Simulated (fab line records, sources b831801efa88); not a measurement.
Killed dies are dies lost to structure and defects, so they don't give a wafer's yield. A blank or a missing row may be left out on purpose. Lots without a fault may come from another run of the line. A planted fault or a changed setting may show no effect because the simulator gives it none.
Which tool did it? | flow gf180mcu | 12 lots, 36 wafers sampled, at 4 steps of a route of 602

WHAT THE GAUGES READ, wafer by wafer
GF_DUAL_GATE_THK_MEAS_03.
lot  | measured     | on            | DUAL_GATE_OXIDATION_00_THK (nm)
L971 | day 7 14:22  | film_metro-03 | 10.38 10.55 10.65
L973 | day 8 06:28  | film_metro-03 | 7.59 7.59 7.73
L974 | day 8 10:57  | film_metro-02 | 7.83 7.69 7.53
L982 | day 11 06:22 | film_metro-03 | 10.74 10.64 10.63
L983 | day 11 20:06 | film_metro-04 | 10.76 10.71 10.67
L984 | day 11 21:19 | film_metro-03 | 10.78 11.06 11.06
L986 | day 12 08:59 | film_metro-03 | 10.70 10.68 10.54
L985 | day 12 10:26 | film_metro-02 | 10.92 10.82 11.00
L988 | day 13 03:40 | film_metro-04 | 10.82 10.85 10.89
L989 | day 13 11:56 | film_metro-03 | 11.12 11.07 11.10
L991 | day 13 20:46 | film_metro-02 | 11.01 11.03 11.14
L993 | day 14 12:13 | film_metro-03 | 10.78 10.73 10.66

GF_V2_CD_MEAS_14: target cd 260 nm.
lot  | measured     | on        | cd_nm (nm)
L971 | day 20 01:29 | cd_sem-02 | 260.5 260.0 259.5
L973 | day 21 03:14 | cd_sem-01 | 261.1 261.1 260.7
L974 | day 21 07:03 | cd_sem-02 | 260.7 261.6 261.7
L982 | day 25 01:29 | cd_sem-02 | 259.2 258.9 258.8
L983 | day 25 11:11 | cd_sem-01 | 261.5 261.1 260.9
L984 | day 25 15:08 | cd_sem-01 | 260.5 258.6 260.7
L986 | day 26 04:59 | cd_sem-01 | 260.2 259.5 259.4
L985 | day 26 08:47 | cd_sem-02 | 260.3 261.3 259.9
L988 | day 26 21:11 | cd_sem-01 | 260.7 258.9 258.2
L989 | day 27 05:35 | cd_sem-02 | 259.5 258.9 258.8
L991 | day 27 18:49 | cd_sem-02 | 256.6 259.1 259.3
L993 | day 28 07:04 | cd_sem-02 | 258.3 259.0 259.1

WHICH TOOL RAN EACH LOT (tool, then ch and the chambers of the sampled wafers, then the start)
lot  | GF_DUAL_GATE_OXIDATION_02     | GF_M2_SPUTTER_03
L971 | furnace-02 ch 0, day 7 12:55  | pvd_sputter-01, day 18 00:06
L973 | furnace-02 ch 0, day 8 05:01  | pvd_sputter-03, day 19 02:19
L974 | furnace-02 ch 0, day 8 09:29  | pvd_sputter-03, day 19 05:23
L982 | furnace-02 ch 0, day 11 04:54 | pvd_sputter-01, day 23 03:26
L983 | furnace-01 ch 0, day 11 18:39 | pvd_sputter-01, day 23 13:11
L984 | furnace-02 ch 0, day 11 19:51 | pvd_sputter-01, day 23 17:01
L986 | furnace-02 ch 0, day 12 07:32 | pvd_sputter-01, day 24 08:53
L985 | furnace-02 ch 0, day 12 08:59 | pvd_sputter-02, day 24 11:59
L988 | furnace-01 ch 0, day 13 02:09 | pvd_sputter-03, day 25 01:12
L989 | furnace-01 ch 0, day 13 10:28 | pvd_sputter-02, day 25 10:32
L991 | furnace-01 ch 0, day 13 19:17 | pvd_sputter-02, day 26 01:05
L993 | furnace-02 ch 0, day 14 10:46 | pvd_sputter-02, day 26 12:52
- GF_DUAL_GATE_OXIDATION_02: stabilise 600 s, purge 300 s, target thk 10.887 nm.
- GF_M2_SPUTTER_03: material Ti, target thk 10 nm, time 6.7 s.

WHAT THE TOOLS THEMSELVES READ (means of the sampled wafers that have a number; where no wafer has one, the mark that the record gives instead)
GF_DUAL_GATE_OXIDATION_02.
lot  | tool       | spike_tc_bottom_C (C) | spike_tc_centre_C (C) | spike_tc_lower_C (C) | spike_tc_top_C (C) | spike_tc_upper_C (C) | tube_center_temp_C (C) | tube_center_temp_C_max
L971 | furnace-02 | 918.2                 | 901.8                 | 903.1                | 909.9              | 900.2                | 900.04                 | 902.3
L973 | furnace-02 | 890.2                 | 873.5                 | 873.7                | 882.3              | 872.9                | 872.26                 | 874.6
L974 | furnace-02 | 890.3                 | 873.0                 | 874.3                | 883.3              | 872.9                | 872.17                 | 874.8
L982 | furnace-02 | 917.9                 | 901.4                 | 903.2                | 909.8              | 900.5                | 900.02                 | 902.3
L983 | furnace-01 | 917.8                 | 902.2                 | 900.0                | 912.0              | 899.0                | 900.02                 | 902.2
L984 | furnace-02 | 918.1                 | 901.1                 | 901.8                | 910.9              | 899.7                | 900.03                 | 902.5
L986 | furnace-02 | 919.3                 | 901.9                 | 901.0                | 910.5              | 900.7                | 900.03                 | 902.6
L985 | furnace-02 | 918.6                 | 902.4                 | 902.4                | 910.5              | 900.5                | 900.07                 | 902.4
L988 | furnace-01 | 916.3                 | 902.1                 | 899.7                | 913.4              | 899.9                | 900.04                 | 902.6
L989 | furnace-01 | 917.7                 | 902.1                 | 900.8                | 911.8              | 899.0                | 900.03                 | 902.3
L991 | furnace-01 | 917.7                 | 902.4                 | 899.2                | 912.3              | 898.9                | 899.94                 | 902.2
L993 | furnace-02 | 918.4                 | 902.1                 | 902.2                | 910.2              | 901.1                | 900.12                 | 902.5

GF_M2_SPUTTER_03.
lot  | tool           | substrate_temp_c (C) | throttle_valve_pct (%)
L971 | pvd_sputter-01 | 300.15               | 28.2
L973 | pvd_sputter-03 | 299.92               | 28.8
L974 | pvd_sputter-03 | 300.03               | 28.8
L982 | pvd_sputter-01 | 299.94               | 31.2
L983 | pvd_sputter-01 | 300.04               | 30.5
L984 | pvd_sputter-01 | 300.09               | 30.2
L986 | pvd_sputter-01 | 300.11               | 30.1
L985 | pvd_sputter-02 | 299.98               | 30.0
L988 | pvd_sputter-03 | 299.89               | 29.4
L989 | pvd_sputter-02 | 299.95               | 29.8
L991 | pvd_sputter-02 | 300.10               | 29.8
L993 | pvd_sputter-02 | 299.98               | 30.1

THE ANSWER, worked out from the rows above alone
Rule: what is usual is taken from the lots themselves. Put in order of their means at a reading, lots are off if they are a third of the lots or fewer, leave a main group of 4 or more, and stand apart from it by a gap of 3 or more times the standard deviation of the main group's means; of several such gaps the widest counts. A main group whose means are all the same, to the digits that the tables above print for the reading, isn't used. A lot without any number at a reading at which 4 lots or more have one is off too. The other lots that the step has rows for count as sound. The gauges are gone through in route order, then the tools' own readings, and for those a lot's mean is taken as printed above. The first step at which some lot is off is used, and at that step the reading that is off furthest; a lot without a number counts as furthest.
Off: L973, L974, at GF_DUAL_GATE_THK_MEAS_03 (DUAL_GATE_OXIDATION_00_THK). The main group: mean 10.82 nm, standard deviation 0.18.
A tool fits if, at a process step before that reading, it ran every lot that is off, and no sound lot after the first of them. The gauges at GF_DUAL_GATE_THK_MEAS_03 aren't tried: what is off there is off at GF_DUAL_GATE_OXIDATION_02 too, on other tools, and a gauge's error can't cause that. None of those tried fits.

WHAT THE SIMULATOR HAD PUT IN
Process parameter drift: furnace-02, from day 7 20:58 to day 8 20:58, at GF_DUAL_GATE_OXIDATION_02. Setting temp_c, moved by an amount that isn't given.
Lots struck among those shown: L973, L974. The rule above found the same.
